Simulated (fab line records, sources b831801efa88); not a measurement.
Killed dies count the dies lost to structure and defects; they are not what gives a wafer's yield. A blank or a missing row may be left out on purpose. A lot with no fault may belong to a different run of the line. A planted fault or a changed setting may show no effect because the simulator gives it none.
fab line records || flow sky130
[record] {"lots": 6, "wafers": 16, "last-day": 49}
route steps=708 shown FIELD_ISO@30 NWELL@32 DNWELL@35 PWDE@45 PAD_OPEN@708
lots that met no fault: taken from a fault-free run of the same line
start-h: start of the lot's first displayed wafer, in hours after the record's first day || wait-h: hours elapsed since this lot's preceding step || " as in the row above || L1.1+2: a single row standing in for several wafers || - value missing, or start not given || * or withheld: withheld || < > ~ a bound
route shown NAME@n: NAME is a module with steps in the file, n the number in the route of the first one || usual: mean/standard deviation of fault-free wafers || same: alike in all rows || chamber/n: place in a boat || sites: each site's reading || _std_site: standard deviation of those values || _edge_site: outer sites' mean less inner sites' || radius-mm: for every site, how far away it sits from the centre of the wafer || mask NAME#n: copy n || behind: the most recent tool/chamber to have shaped the wafer || hold: the reason the lot was held/the length of the hold in hours/how it ended || device: names the non-switching transistor (n, p or np) || end of line: the same wafers' tests at the end of the route || a step without rows: its recipe alone || killed: the dies lost at the first sort to structure and to defects; this is not the yield of the wafer || map: a wafer's dies, x killed, . not, _ none there
set.NAME: the setting that was run; set.NAME@STEP: the one run at that earlier step || model.NAME: the simulator's own value behind a step, which no gauge read
lots at selected steps of the route; one table per step, one row per wafer
services: the hour from which a tool's chamber was out of use, counted from the record's first day as start-h (under 0 if before that day), plus the number of hours and why
[[steps]]
[step SKY_FIELD_ISO_WET_ETCH_29]
[recipe] {"chemistry": "H3PO4", "target-depth-nm": 160, "target": "Si3N4", "temp-c": 160, "time-s": 1825}
[step SKY_FIELD_ISO_WET_ETCH_30]
[recipe] {"chemistry": "dHF", "target-depth-nm": 25, "target": "SiO2", "dilution": "10:1", "temp-c": 25, "time-s": 50}
[step SKY_NWELL_CLEAN_00]
[recipe] {"chemistry": "SC1/SC2", "mix": "1:4:20", "temp-c": 70, "time-s": 150, "dry": "n2-spin"}
[step SKY_NWELL_OXIDATION_01]
[recipe] {"temp-c": 900, "ambient": "O2", "stabilise-s": 600, "purge-s": 300, "target-thk-a": 100, "ox-time-s": 1418}
[step SKY_NWELL_THK_MEAS_02]
[recipe] {"reads": "SiO2_of_NWELL_OXIDATION_01"}
[usual] {"NWELL_OXIDATION_THK": "10.01/0.18"}
{"lot.wafer": "L918.2", "tool": "film-metro-03", "chamber": "-", "start-h": 58.76, "wait-h": 0.0, "NWELL_OXIDATION_THK[nm]": 9.98}
{"lot.wafer": "L918.3", "tool": "film-metro-03", "chamber": "-", "start-h": 58.76, "wait-h": 0.0, "NWELL_OXIDATION_THK[nm]": 10.30}
{"lot.wafer": "L918.5", "tool": "film-metro-03", "chamber": "-", "start-h": 58.76, "wait-h": 0.0, "NWELL_OXIDATION_THK[nm]": 10.23}
{"lot.wafer": "L919.4", "tool": "film-metro-02", "chamber": "-", "start-h": 62.66, "wait-h": 0.1, "NWELL_OXIDATION_THK[nm]": 9.86}
{"lot.wafer": "L919.5", "tool": "film-metro-02", "chamber": "-", "start-h": 62.66, "wait-h": 0.1, "NWELL_OXIDATION_THK[nm]": 9.91}
{"lot.wafer": "L919.6", "tool": "film-metro-02", "chamber": "-", "start-h": 62.66, "wait-h": 0.1, "NWELL_OXIDATION_THK[nm]": 9.89}
{"lot.wafer": "L925.2", "tool": "film-metro-02", "chamber": "-", "start-h": 101.98, "wait-h": 0.0, "NWELL_OXIDATION_THK[nm]": 10.16}
{"lot.wafer": "L925.5", "tool": "film-metro-02", "chamber": "-", "start-h": 101.98, "wait-h": 0.0, "NWELL_OXIDATION_THK[nm]": 10.00}
{"lot.wafer": "L928.1", "tool": "film-metro-02", "chamber": "-", "start-h": 112.94, "wait-h": 0.0, "NWELL_OXIDATION_THK[nm]": 9.88}
{"lot.wafer": "L928.5", "tool": "film-metro-02", "chamber": "-", "start-h": 112.94, "wait-h": 0.0, "NWELL_OXIDATION_THK[nm]": 9.81}
{"lot.wafer": "L930.1", "tool": "film-metro-03", "chamber": "-", "start-h": 123.85, "wait-h": 0.0, "NWELL_OXIDATION_THK[nm]": 10.18}
{"lot.wafer": "L930.3", "tool": "film-metro-03", "chamber": "-", "start-h": 123.85, "wait-h": 0.0, "NWELL_OXIDATION_THK[nm]": 10.32}
{"lot.wafer": "L930.5", "tool": "film-metro-03", "chamber": "-", "start-h": 123.85, "wait-h": 0.0, "NWELL_OXIDATION_THK[nm]": 10.05}
{"lot.wafer": "L931.3", "tool": "film-metro-03", "chamber": "-", "start-h": 126.67, "wait-h": 0.0, "NWELL_OXIDATION_THK[nm]": 9.66}
{"lot.wafer": "L931.5", "tool": "film-metro-03", "chamber": "-", "start-h": 126.67, "wait-h": 0.0, "NWELL_OXIDATION_THK[nm]": 9.75}
{"lot.wafer": "L931.6", "tool": "film-metro-03", "chamber": "-", "start-h": 126.67, "wait-h": 0.0, "NWELL_OXIDATION_THK[nm]": 9.70}
[step SKY_DNWELL_DEHYDRATE_00]
[recipe] {"temp-c": 200, "time-s": 60}
[step SKY_DNWELL_HMDS_01]
[recipe] {"prime-time-s": 60, "prime-temp-c": 120}
[step SKY_DNWELL_COAT_02]
[recipe] {"spin-rpm": 2000, "resist-thk-nm": 3000}
[step SKY_DNWELL_SOFTBAKE_03]
[recipe] {"temp-c": 110, "time-s": "withheld"}
[step SKY_DNWELL_EXPOSE_04]
[recipe] {"mask-id": "DNM", "na": 0.57, "target-cd-nm": 3000, "dose-mj": 222}
[step SKY_DNWELL_PEB_05]
[recipe] {"temp-c": 115, "time-s": "withheld"}
[step SKY_DNWELL_DEVELOP_06]
[recipe] {"wall-angle-deg": 90, "developer": "TMAH", "develop-time-s": 60, "dev-temp-c": 23}
[step SKY_DNWELL_IMPLANT_07]
[recipe] {"species": "P", "energy-kev": "withheld", "dose-cm2": "withheld", "tilt-deg": "withheld"}
{"lot.wafer": "L918.2+3+5", "tool": "implanter-03", "chamber": 0, "start-h": 73.77, "wait-h": "-"}
{"lot.wafer": "L919.4+5+6", "tool": "implanter-02", "chamber": 0, "start-h": 78.38, "wait-h": "-"}
{"lot.wafer": "L925.2+5", "tool": "implanter-03", "chamber": 0, "start-h": 119.80, "wait-h": "-"}
{"lot.wafer": "L928.1+5", "tool": "implanter-03", "chamber": 0, "start-h": 131.94, "wait-h": "-"}
{"lot.wafer": "L930.1+3+5", "tool": "implanter-04", "chamber": 0, "start-h": 142.12, "wait-h": "-"}
{"lot.wafer": "L931.3+5+6", "tool": "implanter-04", "chamber": 0, "start-h": 145.37, "wait-h": "-"}
[step SKY_DNWELL_STRIP_08]
[recipe] {"chemistry": "O2/N2", "power-w": 1400, "pressure-mtorr": 1500, "platen-temp-c": "withheld", "o2-flow-sccm": 3000, "n2-flow-sccm": 300, "overash-fraction": 0.5}
[usual] {"drypump-motor-current-A": "5.84/0.28", "oes-product-au": "0.723/0.0048", "strip-time-to-endpoint-s": "36.90/0.093"}
{"lot.wafer": "L918.2", "tool": "plasma-asher-03", "chamber": 1, "start-h": 73.89, "wait-h": 0.1, "drypump-motor-current-A": 5.64, "oes-product-au": 0.721, "rf-hours-counter-h": 40, "strip-time-to-endpoint-s": 36.76}
{"lot.wafer": "L918.3", "tool": "plasma-asher-03", "chamber": 1, "start-h": 73.89, "wait-h": 0.1, "drypump-motor-current-A": 5.63, "oes-product-au": 0.712, "rf-hours-counter-h": "-", "strip-time-to-endpoint-s": 36.77}
{"lot.wafer": "L918.5", "tool": "plasma-asher-03", "chamber": 0, "start-h": 73.89, "wait-h": 0.1, "drypump-motor-current-A": 6.03, "oes-product-au": 0.723, "rf-hours-counter-h": "-", "strip-time-to-endpoint-s": 36.74}
{"lot.wafer": "L919.4", "tool": "plasma-asher-01", "chamber": 1, "start-h": 78.49, "wait-h": 0.1, "drypump-motor-current-A": 5.88, "oes-product-au": 0.717, "rf-hours-counter-h": "-", "strip-time-to-endpoint-s": 36.75}
{"lot.wafer": "L919.5", "tool": "plasma-asher-01", "chamber": 1, "start-h": 78.49, "wait-h": 0.1, "drypump-motor-current-A": 5.89, "oes-product-au": 0.717, "rf-hours-counter-h": "-", "strip-time-to-endpoint-s": 36.86}
{"lot.wafer": "L919.6", "tool": "plasma-asher-01", "chamber": 0, "start-h": 78.49, "wait-h": 0.1, "drypump-motor-current-A": 5.73, "oes-product-au": 0.717, "rf-hours-counter-h": "-", "strip-time-to-endpoint-s": 36.85}
{"lot.wafer": "L925.2", "tool": "plasma-asher-03", "chamber": 0, "start-h": 119.92, "wait-h": 0.1, "drypump-motor-current-A": 6.02, "oes-product-au": 0.727, "rf-hours-counter-h": 43, "strip-time-to-endpoint-s": 37.00}
{"lot.wafer": "L925.5", "tool": "plasma-asher-03", "chamber": 1, "start-h": 119.92, "wait-h": 0.1, "drypump-motor-current-A": 5.62, "oes-product-au": 0.722, "rf-hours-counter-h": "-", "strip-time-to-endpoint-s": 36.90}
{"lot.wafer": "L928.1", "tool": "plasma-asher-04", "chamber": 1, "start-h": 132.09, "wait-h": 0.1, "drypump-motor-current-A": 5.39, "oes-product-au": 0.715, "rf-hours-counter-h": 1, "strip-time-to-endpoint-s": 36.87}
{"lot.wafer": "L928.5", "tool": "plasma-asher-04", "chamber": 0, "start-h": 132.09, "wait-h": 0.1, "drypump-motor-current-A": 6.57, "oes-product-au": 0.721, "rf-hours-counter-h": "-", "strip-time-to-endpoint-s": 36.95}
{"lot.wafer": "L930.1", "tool": "plasma-asher-03", "chamber": 1, "start-h": 142.27, "wait-h": 0.1, "drypump-motor-current-A": 5.64, "oes-product-au": 0.716, "rf-hours-counter-h": 45, "strip-time-to-endpoint-s": 36.91}
{"lot.wafer": "L930.3", "tool": "plasma-asher-03", "chamber": 0, "start-h": 142.27, "wait-h": 0.1, "drypump-motor-current-A": 6.06, "oes-product-au": 0.712, "rf-hours-counter-h": "-", "strip-time-to-endpoint-s": 36.84}
{"lot.wafer": "L930.5", "tool": "plasma-asher-03", "chamber": 0, "start-h": 142.27, "wait-h": 0.1, "drypump-motor-current-A": 6.06, "oes-product-au": 0.722, "rf-hours-counter-h": "-", "strip-time-to-endpoint-s": 36.95}
{"lot.wafer": "L931.3", "tool": "plasma-asher-01", "chamber": 1, "start-h": 145.50, "wait-h": 0.1, "drypump-motor-current-A": 5.90, "oes-product-au": 0.718, "rf-hours-counter-h": "-", "strip-time-to-endpoint-s": 36.79}
{"lot.wafer": "L931.5", "tool": "plasma-asher-01", "chamber": 1, "start-h": 145.50, "wait-h": 0.1, "drypump-motor-current-A": 5.86, "oes-product-au": 0.725, "rf-hours-counter-h": "-", "strip-time-to-endpoint-s": 36.72}
{"lot.wafer": "L931.6", "tool": "plasma-asher-01", "chamber": 0, "start-h": 145.50, "wait-h": 0.1, "drypump-motor-current-A": 5.74, "oes-product-au": 0.726, "rf-hours-counter-h": "-", "strip-time-to-endpoint-s": 36.71}
[step SKY_DNWELL_TW_MEAS_09]
[usual] {"DNWELL_TW": "1119/11"}
{"lot.wafer": "L918.2", "tool": "film-metro-03", "chamber": "-", "start-h": 74.00, "wait-h": 0.1, "DNWELL_TW": 1122}
{"lot.wafer": "L918.3", "tool": "film-metro-03", "chamber": "-", "start-h": 74.00, "wait-h": 0.1, "DNWELL_TW": 1123}
{"lot.wafer": "L918.5", "tool": "film-metro-03", "chamber": "-", "start-h": 74.00, "wait-h": 0.1, "DNWELL_TW": 1120}
{"lot.wafer": "L919.4", "tool": "film-metro-02", "chamber": "-", "start-h": 78.59, "wait-h": 0.1, "DNWELL_TW": 1108}
{"lot.wafer": "L919.5", "tool": "film-metro-02", "chamber": "-", "start-h": 78.59, "wait-h": 0.1, "DNWELL_TW": 1100}
{"lot.wafer": "L919.6", "tool": "film-metro-02", "chamber": "-", "start-h": 78.59, "wait-h": 0.1, "DNWELL_TW": 1105}
{"lot.wafer": "L925.2", "tool": "film-metro-03", "chamber": "-", "start-h": 120.03, "wait-h": 0.1, "DNWELL_TW": 1185}
{"lot.wafer": "L925.5", "tool": "film-metro-03", "chamber": "-", "start-h": 120.03, "wait-h": 0.1, "DNWELL_TW": 1126}
{"lot.wafer": "L928.1", "tool": "film-metro-02", "chamber": "-", "start-h": 132.19, "wait-h": 0.1, "DNWELL_TW": 1185}
{"lot.wafer": "L928.5", "tool": "film-metro-02", "chamber": "-", "start-h": 132.19, "wait-h": 0.1, "DNWELL_TW": 1117}
{"lot.wafer": "L930.1", "tool": "film-metro-03", "chamber": "-", "start-h": 142.37, "wait-h": 0.1, "DNWELL_TW": 1115}
{"lot.wafer": "L930.3", "tool": "film-metro-03", "chamber": "-", "start-h": 142.37, "wait-h": 0.1, "DNWELL_TW": 1116}
{"lot.wafer": "L930.5", "tool": "film-metro-03", "chamber": "-", "start-h": 142.37, "wait-h": 0.1, "DNWELL_TW": 1120}
{"lot.wafer": "L931.3", "tool": "film-metro-02", "chamber": "-", "start-h": 145.59, "wait-h": 0.1, "DNWELL_TW": 1103}
{"lot.wafer": "L931.5", "tool": "film-metro-02", "chamber": "-", "start-h": 145.59, "wait-h": 0.1, "DNWELL_TW": 1105}
{"lot.wafer": "L931.6", "tool": "film-metro-02", "chamber": "-", "start-h": 145.59, "wait-h": 0.1, "DNWELL_TW": 1100}
[step SKY_PWDE_DEHYDRATE_00]
[recipe] {"temp-c": 200, "time-s": 60}
[step SKY_PAD_OPEN_PROBE_99]
[usual] {"killed_at_M0_to_M3": "44/7.7", "killed_at_M4_up": "3.0/1.9", "killed-at-contacts": "25/5.6", "killed-at-front-end": "15/4.6", "killed-at-other": "0.3/0.47", "killed-dies": "86/9.9", "killed-open": "47/7.4", "killed-short": "39/5.9"}
[same] {"gross-dies": 492, "killed-at-back-side": 0}
{"lot.wafer": "L919.4", "tool": "prober-01", "chamber": "-", "start-h": 1107.76, "wait-h": 0.2, "killed_at_M0_to_M3": 37, "killed_at_M4_up": 5, "killed-at-contacts": 31, "killed-at-front-end": 10, "killed-at-other": 1, "killed-dies": 84, "killed-open": 37, "killed-short": 47, "model.etest.res-deep-nwell.rs-ohm-sq": 2226, "model.etest.res-deep-nwell.line-ohm-um": 730.5}
{"lot.wafer": "L919.5", "tool": "prober-01", "chamber": "-", "start-h": 1107.81, "wait-h": 0.2, "killed_at_M0_to_M3": 50, "killed_at_M4_up": 4, "killed-at-contacts": 41, "killed-at-front-end": 14, "killed-at-other": 0, "killed-dies": 109, "killed-open": 63, "killed-short": 46, "model.etest.res-deep-nwell.rs-ohm-sq": 2193, "model.etest.res-deep-nwell.line-ohm-um": 728.3}
{"lot.wafer": "L919.6", "tool": "prober-01", "chamber": "-", "start-h": 1107.86, "wait-h": 0.2, "killed_at_M0_to_M3": 49, "killed_at_M4_up": 2, "killed-at-contacts": 24, "killed-at-front-end": 24, "killed-at-other": 0, "killed-dies": 99, "killed-open": 53, "killed-short": 46, "model.etest.res-deep-nwell.rs-ohm-sq": 2189, "model.etest.res-deep-nwell.line-ohm-um": 729.8}
{"lot.wafer": "L918.2", "tool": "prober-01", "chamber": "-", "start-h": 1110.29, "wait-h": 0.1, "killed_at_M0_to_M3": 52, "killed_at_M4_up": 1, "killed-at-contacts": 19, "killed-at-front-end": 16, "killed-at-other": 0, "killed-dies": 88, "killed-open": 44, "killed-short": 44, "model.etest.res-deep-nwell.rs-ohm-sq": 2192, "model.etest.res-deep-nwell.line-ohm-um": 721.6}
{"lot.wafer": "L918.3", "tool": "prober-01", "chamber": "-", "start-h": 1110.34, "wait-h": 0.2, "killed_at_M0_to_M3": 32, "killed_at_M4_up": 3, "killed-at-contacts": 24, "killed-at-front-end": 15, "killed-at-other": 0, "killed-dies": 74, "killed-open": 37, "killed-short": 37, "model.etest.res-deep-nwell.rs-ohm-sq": 2180, "model.etest.res-deep-nwell.line-ohm-um": 734.9}
{"lot.wafer": "L918.5", "tool": "prober-01", "chamber": "-", "start-h": 1110.44, "wait-h": 0.2, "killed_at_M0_to_M3": 40, "killed_at_M4_up": 2, "killed-at-contacts": 31, "killed-at-front-end": 14, "killed-at-other": 1, "killed-dies": 88, "killed-open": 53, "killed-short": 35, "model.etest.res-deep-nwell.rs-ohm-sq": 2186, "model.etest.res-deep-nwell.line-ohm-um": 737.4}
{"lot.wafer": "L925.2", "tool": "prober-02", "chamber": "-", "start-h": 1146.61, "wait-h": 0.1, "killed_at_M0_to_M3": 40, "killed_at_M4_up": 4, "killed-at-contacts": 30, "killed-at-front-end": 17, "killed-at-other": 0, "killed-dies": 91, "killed-open": 47, "killed-short": 44, "model.etest.res-deep-nwell.rs-ohm-sq": 1925, "model.etest.res-deep-nwell.line-ohm-um": 641.6}
{"lot.wafer": "L925.5", "tool": "prober-02", "chamber": "-", "start-h": 1146.76, "wait-h": 0.2, "killed_at_M0_to_M3": 58, "killed_at_M4_up": 0, "killed-at-contacts": 19, "killed-at-front-end": 9, "killed-at-other": 0, "killed-dies": 86, "killed-open": 56, "killed-short": 30, "model.etest.res-deep-nwell.rs-ohm-sq": 2253, "model.etest.res-deep-nwell.line-ohm-um": 745}
{"lot.wafer": "L928.1", "tool": "prober-02", "chamber": "-", "start-h": 1165.64, "wait-h": 0.1, "killed_at_M0_to_M3": 47, "killed_at_M4_up": 6, "killed-at-contacts": 21, "killed-at-front-end": 19, "killed-at-other": 0, "killed-dies": 93, "killed-open": 45, "killed-short": 48, "model.etest.res-deep-nwell.rs-ohm-sq": 1897, "model.etest.res-deep-nwell.line-ohm-um": 636}
{"lot.wafer": "L928.5", "tool": "prober-02", "chamber": "-", "start-h": 1165.84, "wait-h": 0.2, "killed_at_M0_to_M3": 45, "killed_at_M4_up": 5, "killed-at-contacts": 36, "killed-at-front-end": 10, "killed-at-other": 0, "killed-dies": 96, "killed-open": 62, "killed-short": 34, "model.etest.res-deep-nwell.rs-ohm-sq": 2196, "model.etest.res-deep-nwell.line-ohm-um": 743.5}
{"lot.wafer": "L930.1", "tool": "prober-02", "chamber": "-", "start-h": 1176.43, "wait-h": 0.1, "killed_at_M0_to_M3": 41, "killed_at_M4_up": 1, "killed-at-contacts": 20, "killed-at-front-end": 13, "killed-at-other": 0, "killed-dies": 75, "killed-open": 37, "killed-short": 38, "model.etest.res-deep-nwell.rs-ohm-sq": 2190, "model.etest.res-deep-nwell.line-ohm-um": 739.6}
{"lot.wafer": "L930.3", "tool": "prober-02", "chamber": "-", "start-h": 1176.53, "wait-h": 0.2, "killed_at_M0_to_M3": 44, "killed_at_M4_up": 2, "killed-at-contacts": 19, "killed-at-front-end": 17, "killed-at-other": 0, "killed-dies": 82, "killed-open": 42, "killed-short": 40, "model.etest.res-deep-nwell.rs-ohm-sq": 2165, "model.etest.res-deep-nwell.line-ohm-um": 744}
{"lot.wafer": "L930.5", "tool": "prober-02", "chamber": "-", "start-h": 1176.63, "wait-h": 0.2, "killed_at_M0_to_M3": 33, "killed_at_M4_up": 0, "killed-at-contacts": 32, "killed-at-front-end": 14, "killed-at-other": 0, "killed-dies": 79, "killed-open": 41, "killed-short": 38, "model.etest.res-deep-nwell.rs-ohm-sq": 2214, "model.etest.res-deep-nwell.line-ohm-um": 734.5}
{"lot.wafer": "L931.3", "tool": "prober-01", "chamber": "-", "start-h": 1176.79, "wait-h": 0.2, "killed_at_M0_to_M3": 45, "killed_at_M4_up": 3, "killed-at-contacts": 29, "killed-at-front-end": 16, "killed-at-other": 0, "killed-dies": 93, "killed-open": 45, "killed-short": 48, "model.etest.res-deep-nwell.rs-ohm-sq": 2197, "model.etest.res-deep-nwell.line-ohm-um": 732.5}
{"lot.wafer": "L931.5", "tool": "prober-01", "chamber": "-", "start-h": 1176.89, "wait-h": 0.2, "killed_at_M0_to_M3": 47, "killed_at_M4_up": 1, "killed-at-contacts": 30, "killed-at-front-end": 21, "killed-at-other": 0, "killed-dies": 99, "killed-open": 53, "killed-short": 46, "model.etest.res-deep-nwell.rs-ohm-sq": 2193, "model.etest.res-deep-nwell.line-ohm-um": 725.2}
{"lot.wafer": "L931.6", "tool": "prober-01", "chamber": "-", "start-h": 1176.94, "wait-h": 0.2, "killed_at_M0_to_M3": 55, "killed_at_M4_up": 2, "killed-at-contacts": 27, "killed-at-front-end": 18, "killed-at-other": 1, "killed-dies": 103, "killed-open": 57, "killed-short": 46, "model.etest.res-deep-nwell.rs-ohm-sq": 2176, "model.etest.res-deep-nwell.line-ohm-um": 725.1}
// killed by level:class
L919.4 LI_CONTACT:geometric-particle:open=10 CONTACT:geometric-particle:open=8 VIA1:geometric-particle:open=6 VIA3:geometric-particle:open=6 LOCAL_INTERCONNECT:geometric-particle:short=5 CONTACT:geometric-particle:short=5 METAL2:geometric-particle:short=5 METAL4:geometric-particle:short=4
L919.5 LI_CONTACT:geometric-particle:open=15 VIA1:geometric-particle:open=13 VIA3:geometric-particle:open=9 CONTACT:geometric-particle:open=7 LI_CONTACT:geometric-particle:short=6 CONTACT:geometric-particle:short=6 METAL2:geometric-particle:short=6 VIA2:geometric-particle:open=6
L919.6 VIA1:geometric-particle:open=10 CONTACT:geometric-particle:open=9 POLY_GATE:geometric-particle:open=8 VIA3:geometric-particle:open=8 LOCAL_INTERCONNECT:geometric-particle:short=7 METAL1:geometric-particle:short=6 VIA1:geometric-particle:short=6 VIA2:geometric-particle:open=6
L918.2 VIA1:geometric-particle:open=10 VIA3:geometric-particle:open=8 VIA3:geometric-particle:short=7 VIA2:geometric-particle:open=7 CONTACT:geometric-particle:open=6 VIA1:geometric-particle:short=5 SONOS_ONO:geometric-particle:short=5 FIELD_ISO:geometric-particle:short=4
L918.3 CONTACT:geometric-particle:open=9 VIA1:geometric-particle:open=9 CONTACT:geometric-particle:short=7 FIELD_ISO:geometric-particle:short=5 LI_CONTACT:geometric-particle:open=5 METAL1:geometric-particle:short=5 VIA1:geometric-particle:short=4 VIA3:geometric-particle:open=4
L918.5 LI_CONTACT:geometric-particle:open=13 CONTACT:geometric-particle:open=8 VIA1:geometric-particle:open=8 VIA3:geometric-particle:open=8 POLY_GATE:geometric-particle:open=5 METAL1:geometric-particle:short=5 VIA2:geometric-particle:open=5 LI_CONTACT:geometric-particle:short=4
L925.2 CONTACT:geometric-particle:open=15 CONTACT:geometric-particle:short=10 VIA1:geometric-particle:open=9 VIA3:geometric-particle:open=6 POLY_GATE:geometric-particle:short=5 VIA1:geometric-particle:short=5 METAL2:geometric-particle:short=5 FIELD_ISO:geometric-particle:open=4
L925.5 VIA1:geometric-particle:open=14 VIA3:geometric-particle:open=11 VIA2:geometric-particle:open=10 LI_CONTACT:geometric-particle:open=7 METAL2:geometric-particle:short=6 POLY_GATE:geometric-particle:open=5 CONTACT:geometric-particle:open=5 METAL1:geometric-particle:short=4
L928.1 VIA1:geometric-particle:open=12 FIELD_ISO:geometric-particle:short=9 CONTACT:geometric-particle:open=9 VIA2:geometric-particle:open=9 METAL1:geometric-particle:short=6 VIA1:geometric-particle:short=5 LI_CONTACT:geometric-particle:open=4 LOCAL_INTERCONNECT:geometric-particle:short=4
L928.5 CONTACT:geometric-particle:open=13 LI_CONTACT:geometric-particle:open=12 VIA1:geometric-particle:open=9 VIA2:geometric-particle:open=9 VIA3:geometric-particle:open=9 METAL1:geometric-particle:short=6 LOCAL_INTERCONNECT:geometric-particle:short=4 VIA3:geometric-particle:short=4
L930.1 VIA1:geometric-particle:open=9 METAL1:geometric-particle:short=8 CONTACT:geometric-particle:open=7 FIELD_ISO:geometric-particle:short=6 POLY_GATE:geometric-particle:short=5 METAL1:geometric-particle:open=5 LI_CONTACT:geometric-particle:open=4 CONTACT:geometric-particle:short=4
L930.3 VIA2:geometric-particle:open=9 FIELD_ISO:geometric-particle:open=8 VIA1:geometric-particle:short=6 VIA1:geometric-particle:open=6 FIELD_ISO:geometric-particle:short=5 LI_CONTACT:geometric-particle:open=5 LOCAL_INTERCONNECT:geometric-particle:short=5 VIA3:geometric-particle:open=5
L930.5 CONTACT:geometric-particle:open=12 VIA2:geometric-particle:open=9 LI_CONTACT:geometric-particle:open=8 VIA1:geometric-particle:open=6 FIELD_ISO:geometric-particle:short=5 LOCAL_INTERCONNECT:geometric-particle:short=5 VIA3:geometric-particle:open=4 CONTACT:geometric-particle:short=4
L931.3 CONTACT:geometric-particle:open=9 VIA2:geometric-particle:open=8 CONTACT:geometric-particle:short=7 FIELD_ISO:geometric-particle:short=6 LOCAL_INTERCONNECT:geometric-particle:short=6 VIA1:geometric-particle:short=6 VIA1:geometric-particle:open=6 VIA3:geometric-particle:open=6
L931.5 VIA2:geometric-particle:open=10 LI_CONTACT:geometric-particle:open=10 CONTACT:geometric-particle:open=10 VIA1:geometric-particle:open=8 FIELD_ISO:geometric-particle:short=7 METAL2:geometric-particle:short=7 CONTACT:geometric-particle:short=6 VIA3:geometric-particle:open=5
L931.6 CONTACT:geometric-particle:open=13 VIA1:geometric-particle:open=8 POLY_GATE:geometric-particle:open=7 LI_CONTACT:geometric-particle:open=7 METAL2:geometric-particle:short=7 METAL3:geometric-particle:short=7 VIA3:geometric-particle:short=7 VIA3:geometric-particle:open=7
[[services]]
{"tool": "plasma-asher-01", "chamber": "-", "start-h": 63.65, "hours": 2.8, "kind": "pm"}
{"tool": "implanter-03", "chamber": "-", "start-h": 65.29, "hours": 4.8, "kind": "pm"}
{"tool": "plasma-asher-03", "chamber": "-", "start-h": 76.59, "hours": 3.0, "kind": "repair"}
{"tool": "plasma-asher-03", "chamber": "-", "start-h": 81.00, "hours": 9.2, "kind": "repair"}
{"tool": "plasma-asher-03", "chamber": "-", "start-h": 81.67, "hours": 0.3, "kind": "repair"}
{"tool": "implanter-03", "chamber": "-", "start-h": 85.56, "hours": 5.9, "kind": "repair"}
{"tool": "implanter-03", "chamber": "-", "start-h": 103.75, "hours": 2.3, "kind": "repair"}
{"tool": "plasma-asher-04", "chamber": "-", "start-h": 108.75, "hours": 9.0, "kind": "pm"}
{"tool": "plasma-asher-04", "chamber": 0, "start-h": 108.75, "hours": 9.0, "kind": "vent-cycle"}
{"tool": "plasma-asher-04", "chamber": 1, "start-h": 108.75, "hours": 9.0, "kind": "vent-cycle"}
{"tool": "plasma-asher-03", "chamber": "-", "start-h": 110.42, "hours": 1.1, "kind": "repair"}
{"tool": "plasma-asher-04", "chamber": 0, "start-h": 117.75, "hours": "-", "kind": "clean"}
{"tool": "plasma-asher-04", "chamber": 1, "start-h": 117.75, "hours": "-", "kind": "clean"}
{"tool": "plasma-asher-03", "chamber": "-", "start-h": 122.70, "hours": 4.0, "kind": "repair"}
{"tool": "plasma-asher-03", "chamber": "-", "start-h": 131.09, "hours": 4.3, "kind": "pm"}
{"tool": "plasma-asher-04", "chamber": "-", "start-h": 132.58, "hours": 1.4, "kind": "repair"}
[[key]]
[first-sign] {"step": "SKY_DNWELL_TW_MEAS_09", "reading": "DNWELL_TW", "direction": "up", "sigmas": 6.2, "usual": 1119, "struck": 1185}
effect none on later readings
[model-effect] {"step": "SKY_PAD_OPEN_PROBE_99", "value": "etest.res-deep-nwell.rs-ohm-sq", "without": 2228, "struck": 1911}
met-at SKY_DNWELL_IMPLANT_07
struck-wafers L925.2,L928.1
tester-left-out L925,L928
onset-between 73.77 119.80
[fault] {"kind": "process-parameter-drift", "tool": "implanter-03", "chamber": "-", "onset-h": 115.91, "steps": "SKY_DNWELL_IMPLANT_07", "channel": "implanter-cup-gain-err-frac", "offset": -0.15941, "shape": "step", "end-h": 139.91, "scope": "struck-wafers-only"}
// tester-left-out: of these lots the tester's yield and bins aren't shown, on N5 and GAA mostly nor the transistor test; their killed dies are dies lost to structure and defects alone, not to doping, threshold or leakage, so they don't give the yield
